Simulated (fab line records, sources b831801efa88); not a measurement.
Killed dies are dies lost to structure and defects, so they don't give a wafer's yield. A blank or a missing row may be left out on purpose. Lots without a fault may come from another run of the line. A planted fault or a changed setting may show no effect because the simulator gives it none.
A struck lot beside a sound one | flow sky130 | 17 steps out of a route of 708
Sound: wafers L284.1, L284.2, L284.6. Struck: wafers L273.1, L273.2, L273.4. The cause comes at the end.
At each step with rows: each side's tool, then ch and its chambers, then its first start. Under that, the readings that differ: sound wafers | struck wafers | difference of the means | sigmas: that difference in standard deviations of wafers without a fault.
alike: readings whose means differ by less than 2 such deviations, and words and numbers that are the same on both sides. not compared: withheld readings, readings that some wafer has no value for, bounds like >300 that may hide the same value, and numbers for which the record gives no deviation and whose values overlap.
The two part at a step that has a row with sigmas, a row that says differs or no value, or rows on one side only. Numbers that don't overlap but have no deviation are shown without sigmas and don't part them. A reading that every wafer of one side lacks parts them only if that side has two wafers or more.

SKY_LDD_P_OVL_MEAS_08:
  sound on overlay-01, day 26 19:19; struck on overlay-01, day 22 16:19
  alike: LDD_P_OVL
then, 1 step without rows for these wafers: SKY_LDD_P_IMPLANT_09.
SKY_LDD_P_STRIP_10: strips in O2/N2.
  sound on plasma_asher-04 ch 0,1, day 26 19:30; struck on plasma_asher-03 ch 0,1, day 22 16:32
  alike: drypump_motor_current_A, n2_flow_sccm, oes_product_au, strip_time_to_endpoint_s
  not compared: rf_hours_counter_h
SKY_LDD_P_TW_MEAS_11:
  sound on film_metro-01, day 26 19:36; struck on film_metro-03, day 22 16:38
  alike: LDD_P_TW
then, 7 steps without rows for these wafers: SKY_LDD_HVN_DEHYDRATE_00 (time 60 s); SKY_LDD_HVN_HMDS_01 (prime time 60 s); SKY_LDD_HVN_COAT_02 (resist thk 300 nm); SKY_LDD_HVN_SOFTBAKE_03 (time 60 s); SKY_LDD_HVN_EXPOSE_04 (exposes mask HVNTM, target cd 700 nm); SKY_LDD_HVN_PEB_05; SKY_LDD_HVN_DEVELOP_06 (develop time 60 s).
SKY_LDD_HVN_OVL_MEAS_07:
  sound on overlay-02, day 27 23:53; struck on overlay-02, day 23 23:20
  alike: LDD_HVN_OVL
SKY_LDD_HVN_IMPLANT_08:
  sound on implanter-02 ch 0, day 27 23:55; struck on implanter-01 ch 0, day 23 23:56
SKY_LDD_HVN_STRIP_09: strips in O2/N2.
  sound on plasma_asher-03 ch 0,1, day 28 00:04; struck on plasma_asher-01 ch 0,1, day 24 00:05
  alike: drypump_motor_current_A, n2_flow_sccm, oes_product_au, strip_time_to_endpoint_s
  not compared: rf_hours_counter_h
SKY_LDD_HVN_TW_MEAS_10:
  sound on film_metro-02, day 28 00:10; struck on film_metro-01, day 24 00:17
  reading    | sound          | struck         | difference | sigmas
  LDD_HVN_TW | 1422 1431 1431 | 1795 1785 1785 | +360       | +49
then, 1 step without rows for these wafers: SKY_LDD_HVP_DEHYDRATE_00 (time 60 s).
-- the record jumps here: 24 days lie between the struck wafers' starts before and after (it left off in module LDD_HVP and takes up again in module PAD_OPEN, whose first step shown is number 708 of the route) --
SKY_PAD_OPEN_PROBE_99:
  sound on prober-01, day 50 14:54; struck on prober-02, day 48 05:16
  reading                                  | sound                | struck              | difference | sigmas
  model.etest.tip_n_5v.rs_ohm_sq           | 1366 1373 1372       | 833.1 833.6 837.1   | -535.7     |
  model.etest.nfet_g5v0d10v5.r_on_ohm_um   | 1852 1855 1868       | 1687 1659 1692      | -179       |
  model.etest.nfet_g5v0d10v5.drive_ua_um   | 618 614.2 620.3      | 668.6 676.6 666.2   | +53.0      |
  model.etest.nfet_05v0_nvt.drive_ua_um    | 586.1 580.1 590      | 610.6 613.6 610     | +26.0      |
  model.etest.tip_n_5v.rs_ohm_sq_range     | 32.3 53.46 36.17     | 17.13 11.09 26.46   | -22.42     |
  model.etest.res_ndiff_hv.rs_ohm_sq       | 112.8 113 112        | 111.7 111.7 111.5   | -1.0       |
  model.etest.ring_5v.delay_ps             | 44.3 44.72 44.26     | 43.04 42.79 43.13   | -1.44      |
  model.etest.nfet_05v0_nvt.off_log10_a_um | -11.17 -11.21 -11.19 | -10.59 -10.6 -10.48 | +0.63      |
  alike: killed_at_M0_to_M3, killed_at_M4_up, killed_at_contacts, killed_at_front_end, killed_at_other, killed_dies, killed_open, killed_short

WHERE THEY PART
Only at SKY_LDD_HVN_TW_MEAS_10, within this record. Later steps at which nothing parts them and some readings are alike: SKY_PAD_OPEN_PROBE_99.

WHY: what the simulator had put in
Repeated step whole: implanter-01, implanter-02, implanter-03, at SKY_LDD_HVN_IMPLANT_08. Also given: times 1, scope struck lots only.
